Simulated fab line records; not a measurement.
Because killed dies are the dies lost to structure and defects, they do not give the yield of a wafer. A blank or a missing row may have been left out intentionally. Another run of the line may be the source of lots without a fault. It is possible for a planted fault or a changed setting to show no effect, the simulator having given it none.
A struck lot beside a sound one || flow sfq line || 14 steps out of a route of 325
Sound: wafers L956.3, L956.4, L956.5. Struck: wafer L962.5. (L962.1, L962.6 of the same lot were not struck and are left out.) The cause comes at the end.
Order at every step that has rows: each side's tool, ch and its chambers, its first start. Under that, the readings that differ: sound wafers || struck wafers || difference of the means || sigmas: that difference in standard deviations of wafers without a fault.
alike: words and numbers the same on both sides, and readings whose means are apart by under 2 such deviations; not compared: readings that were withheld, readings missing a value for some wafer, numbers with overlapping values and no deviation given by the record, and bounds like >300 which may hide the same value.
Wherever a step has rows on one side only, a row that says differs or no value, or a row with sigmas, the two part there. When numbers do not overlap yet have no deviation, they are printed without sigmas and do not part them. A reading that every wafer of one side lacks parts them only if that side has two wafers or more.

SFQ_INCOMING_BOW_MEAS_900:
  sound: film metro-03 at day 4 13:02; struck: film metro-03 at day 5 19:00
  alike: INCOMING_BOW
then, 1 step without rows for these wafers: SFQ_TRILAYER_INCOMING_OXIDATION_002 (target thk 500 nm, ox time 4939 s).
SFQ_TRILAYER_L0_DEP_SPUTTER_003: material MoNx KI, target thk 40 nm, time 100 s.
  sound: pvd sputter-05 at day 4 15:29; struck: pvd sputter-05 at day 5 21:29
  alike: throttle valve pct
SFQ_L0_RS_MEAS_901: a four-point-probe measurement.
  sound: film metro-01 at day 4 15:36; struck: film metro-02 at day 5 21:34
{"reading": "L0_MONX_KI_RS (ohm/sq)", "sound": "43.8 43.6 43.6", "struck": 45.8, "difference": "+2.1", "sigmas": "+5"}
SFQ_L0_THK_MEAS_902: measures by xrf.
  sound: film metro-01 at day 4 15:42; struck: film metro-02 at day 5 21:41
{"reading": "L0_MONX_KI_THK (nm)", "sound": "39.3 39.1 39.5", "struck": 37.6, "difference": -1.7, "sigmas": -4}
then, 6 steps without rows for these wafers: SFQ_TRILAYER_L0_LITHO_COAT_010 (resist thk 62 nm); SFQ_TRILAYER_L0_LITHO_COAT_005 (resist thk 600 nm); SFQ_TRILAYER_L0_LITHO_SOFTBAKE_009; SFQ_TRILAYER_L0_LITHO_EXPOSE_006 (exposes mask L0, target cd 2000 nm); SFQ_TRILAYER_L0_LITHO_PEB_008 (peb time 60 s); SFQ_TRILAYER_L0_LITHO_DEVELOP_007 (time 60 s).
-- the record jumps here: 4 days lie between the struck wafers' starts before and after --
SFQ_TRILAYER_L0_BARC_OPEN_METAL_ETCH_010: etches BARC in O2, target depth 125 nm, time 41.7 s.
  sound on rie metal-01 ch 0,1, day 7 23:27; struck on rie metal-01 ch 0, day 9 12:11
  alike: drypump motor current A, oes product au, rf fwd power W
  not compared: rf hours counter h
SFQ_TRILAYER_L0_ETCH_METAL_ETCH_008: etches MoNx KI in SF6/O2, stops on SiO2, target depth 50 nm, time 25 s.
  sound on rie metal-01 ch 0,1, day 7 23:31; struck on rie metal-01 ch 0, day 9 12:18
{"reading": "oes product au (a.u.)", "sound": "0.872 0.867 0.872", "struck": 0.853, "difference": -0.017, "sigmas": -3}
  alike: drypump motor current A, rf fwd power W
  not compared: rf hours counter h
SFQ_TRILAYER_L0_STRIP_STRIP_009: strips in O2.
  sound on rie metal-01 ch 0,1, day 7 23:44; struck on rie metal-01 ch 0, day 9 12:24
  alike: drypump motor current A, oes product au, platen temp c
  not compared: rf hours counter h

WHERE THEY PART
First at SFQ_L0_RS_MEAS_901; last, within this record, at SFQ_TRILAYER_L0_ETCH_METAL_ETCH_008. Later steps at which nothing parts them and some readings are alike: SFQ_TRILAYER_L0_STRIP_STRIP_009.

WHY: the cause the simulator had injected
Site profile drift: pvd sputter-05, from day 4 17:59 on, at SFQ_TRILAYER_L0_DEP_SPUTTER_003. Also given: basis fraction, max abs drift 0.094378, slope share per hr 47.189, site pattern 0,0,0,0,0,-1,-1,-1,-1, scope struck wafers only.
